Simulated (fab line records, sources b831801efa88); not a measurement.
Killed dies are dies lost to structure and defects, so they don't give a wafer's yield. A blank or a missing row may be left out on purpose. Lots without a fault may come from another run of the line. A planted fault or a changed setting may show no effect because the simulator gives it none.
Which tool did it? | flow sky130 | 12 lots, 36 wafers sampled, at 5 steps of a route of 708

WHAT THE GAUGES READ, wafer by wafer
SKY_POLY_GATE_THK_MEAS_21. Usual: POLY_GATE_OXIDATION_THK 4.01 nm, standard deviation 0.095.
lot  | measured     | on            | POLY_GATE_OXIDATION_THK (nm) | flag
L851 | day 16 20:46 | film_metro-01 | 4.15 4.15 4.14               |
L855 | day 19 12:44 | film_metro-02 | 3.78 3.79 3.75               |
L857 | day 20 07:53 | film_metro-02 | 4.09 3.99 4.01               |
L860 | day 20 14:46 | film_metro-01 | 3.97 3.88 3.98               |
L861 | day 20 20:18 | film_metro-02 | 4.08 4.13 4.07               |
L865 | day 22 04:19 | film_metro-04 | 3.91 3.96 4.00               |
L866 | day 22 17:48 | film_metro-02 | 3.84 3.84 3.83               |
L867 | day 22 23:16 | film_metro-01 | 3.93 3.91 3.97               |
L870 | day 23 19:08 | film_metro-02 | 4.05 3.99 4.08               |
L871 | day 24 03:30 | film_metro-01 | 4.11 4.06 4.05               |
L872 | day 24 13:20 | film_metro-04 | 4.14 4.12 4.08               |
L873 | day 24 18:12 | film_metro-04 | 3.91 3.98 3.90               |

SKY_LDD_P_TW_MEAS_11. Usual: LDD_P_TW 631, standard deviation 3.6.
lot  | measured     | on            | LDD_P_TW    | flag
L851 | day 19 09:26 | film_metro-02 | 634 632 634 |
L855 | day 22 04:15 | film_metro-02 | 632 632 633 |
L857 | day 22 22:55 | film_metro-02 | 647 651 648 | OFF
L860 | day 23 04:47 | film_metro-02 | 641 642 644 | OFF
L861 | day 23 11:22 | film_metro-02 | 645 648 643 | OFF
L865 | day 24 17:41 | film_metro-02 | 634 638 639 |
L866 | day 25 07:09 | film_metro-03 | 629 626 628 |
L867 | day 25 12:26 | film_metro-04 | 635 640 634 |
L870 | day 26 07:06 | film_metro-03 | 632 632 633 |
L871 | day 26 16:23 | film_metro-03 | 630 628 629 |
L872 | day 27 01:17 | film_metro-03 | 625 627 627 |
L873 | day 27 06:37 | film_metro-02 | 630 630 634 |

SKY_LDD_HVP_OVL_MEAS_07. Usual: LDD_HVP_OVL 0.2 nm, standard deviation 1.5.
lot  | measured     | on         | LDD_HVP_OVL (nm) | flag
L851 | day 21 23:31 | overlay-02 | 0.4 -0.6 0.6     |
L855 | day 24 16:41 | overlay-02 | 2.7 0.4 2.0      |
L857 | day 25 11:23 | overlay-01 | 1.2 2.2 0.3      |
L860 | day 25 16:04 | overlay-01 | 0.3 -0.4 -0.1    |
L861 | day 25 22:50 | overlay-01 | 0.1 -0.1 -1.3    |
L865 | day 27 04:20 | overlay-01 | 0.4 0.0 -1.0     |
L866 | day 27 17:37 | overlay-01 | 0.6 -0.7 -1.2    |
L867 | day 27 23:08 | overlay-01 | 1.3 0.6 1.5      |
L870 | day 28 16:29 | overlay-02 | -0.9 0.9 2.7     |
L871 | day 29 01:50 | overlay-01 | 2.1 2.5 2.6      |
L872 | day 29 09:05 | overlay-02 | -0.4 1.7 1.8     |
L873 | day 29 14:57 | overlay-02 | 1.4 2.8 1.1      |

WHICH TOOL RAN EACH LOT (tool, then ch and the chambers of the sampled wafers, then the start)
lot  | SKY_POLY_GATE_ETCH_17            | SKY_LDD_P_IMPLANT_09
L851 | rie_si-01 ch 1,3, day 16 16:29   | implanter-03 ch 0, day 19 09:11
L855 | rie_si-01 ch 0,3, day 19 11:15   | implanter-03 ch 0, day 22 04:00
L857 | rie_si-02 ch 1,2,3, day 20 06:26 | implanter-03 ch 0, day 22 22:40
L860 | rie_si-02 ch 1,2,3, day 20 12:14 | implanter-03 ch 0, day 23 04:32
L861 | rie_si-01 ch 0,2,3, day 20 18:51 | implanter-03 ch 0, day 23 11:07
L865 | rie_si-01 ch 0,1,3, day 22 02:52 | implanter-04 ch 0, day 24 17:26
L866 | rie_si-02 ch 0,1,3, day 22 16:21 | implanter-02 ch 0, day 25 06:54
L867 | rie_si-01 ch 0,2, day 22 21:45   | implanter-02 ch 0, day 25 12:13
L870 | rie_si-02 ch 1,2,3, day 23 17:41 | implanter-02 ch 0, day 26 06:51
L871 | rie_si-01 ch 0,1,2, day 24 02:03 | implanter-03 ch 0, day 26 16:08
L872 | rie_si-02 ch 0,3, day 24 11:53   | implanter-04 ch 0, day 27 01:02
L873 | rie_si-01 ch 0,1, day 24 16:44   | implanter-03 ch 0, day 27 06:23
- SKY_POLY_GATE_ETCH_17: etches poly-Si in HBr/Cl2, stops on SiO2, target depth 180 nm, time 70.5 s.
- SKY_LDD_P_IMPLANT_09

WHAT THE TOOLS THEMSELVES READ (means of the sampled wafers that have a number; where no wafer has one, the mark that the record gives instead)
SKY_POLY_GATE_ETCH_17. Usual: drypump_motor_current_A 5.8 A, standard deviation 0.46; oes_product_au 0.990 a.u., standard deviation 0.0067; rf_fwd_power_W 396.9 W, standard deviation 1.6; throttle_valve_pct 33.684 %, standard deviation 0.0097.
lot  | tool      | drypump_motor_current_A (A) | oes_product_au (a.u.) | rf_fwd_power_W (W) | throttle_valve_pct (%) | flag
L851 | rie_si-01 | 6.0                         | 0.988                 | 396.1              | 33.676                 |
L855 | rie_si-01 | 5.5                         | 0.993                 | 397.5              | 33.678                 |
L857 | rie_si-02 | 5.8                         | 0.994                 | 396.6              | 33.684                 |
L860 | rie_si-02 | 5.8                         | 0.992                 | 396.3              | 33.686                 |
L861 | rie_si-01 | 5.7                         | 0.997                 | 396.8              | 33.677                 |
L865 | rie_si-01 | 5.6                         | 0.980                 | 397.5              | 33.682                 |
L866 | rie_si-02 | 6.1                         | 0.994                 | 396.3              | 33.683                 |
L867 | rie_si-01 | 5.8                         | 0.990                 | 396.7              | 33.684                 |
L870 | rie_si-02 | 5.8                         | 0.992                 | 397.9              | 33.687                 |
L871 | rie_si-01 | 5.8                         | 0.981                 | 398.0              | 33.688                 |
L872 | rie_si-02 | 5.9                         | 0.991                 | 395.4              | 33.683                 |
L873 | rie_si-01 | 5.4                         | 0.989                 | 398.2              | 33.689                 |

SKY_LDD_P_IMPLANT_09. Usual: dose_ions_cm2 9.999e+12, standard deviation 9.3e+09; faraday_current_uA 56.6, standard deviation 1.1.
lot  | tool         | dose_ions_cm2 | faraday_current_uA | flag
L851 | implanter-03 | 1.001e+13     | 56.7               |
L855 | implanter-03 | 9.986e+12     | 57.6               |
L857 | implanter-03 | 1.073e+13     | 58.6               | OFF
L860 | implanter-03 | 1.073e+13     | 61.3               | OFF
L861 | implanter-03 | 1.073e+13     | 61.4               | OFF
L865 | implanter-04 | 1.001e+13     | 56.7               |
L866 | implanter-02 | 9.991e+12     | 56.8               |
L867 | implanter-02 | 1.000e+13     | 56.4               |
L870 | implanter-02 | 9.994e+12     | 56.1               |
L871 | implanter-03 | 1.002e+13     | 56.9               |
L872 | implanter-04 | 9.993e+12     | 57.0               |
L873 | implanter-03 | 1.000e+13     | 57.3               |

THE ANSWER, worked out from the rows above alone
Rule: a lot is off if the mean of its wafers that have a number lies more than 3 standard deviations from the usual mean. A lot without any number at a reading at which 4 lots or more have one is off too. The other lots that the step has rows for count as sound. The gauges are gone through in route order, then the tools' own readings, and for those a lot's mean is taken as printed above. The first step at which some lot is off is used, and at that step the reading that is off furthest; a lot without a number counts as furthest.
Off: L857, L860, L861, at SKY_LDD_P_TW_MEAS_11 (LDD_P_TW).
A tool fits if, at a process step before that reading, it ran every lot that is off, and no sound lot after the first of them. The gauges at SKY_LDD_P_TW_MEAS_11 aren't tried: what is off there is off at SKY_LDD_P_IMPLANT_09 too, on other tools, and a gauge's error can't cause that. None of those tried fits.

WHAT THE SIMULATOR HAD PUT IN
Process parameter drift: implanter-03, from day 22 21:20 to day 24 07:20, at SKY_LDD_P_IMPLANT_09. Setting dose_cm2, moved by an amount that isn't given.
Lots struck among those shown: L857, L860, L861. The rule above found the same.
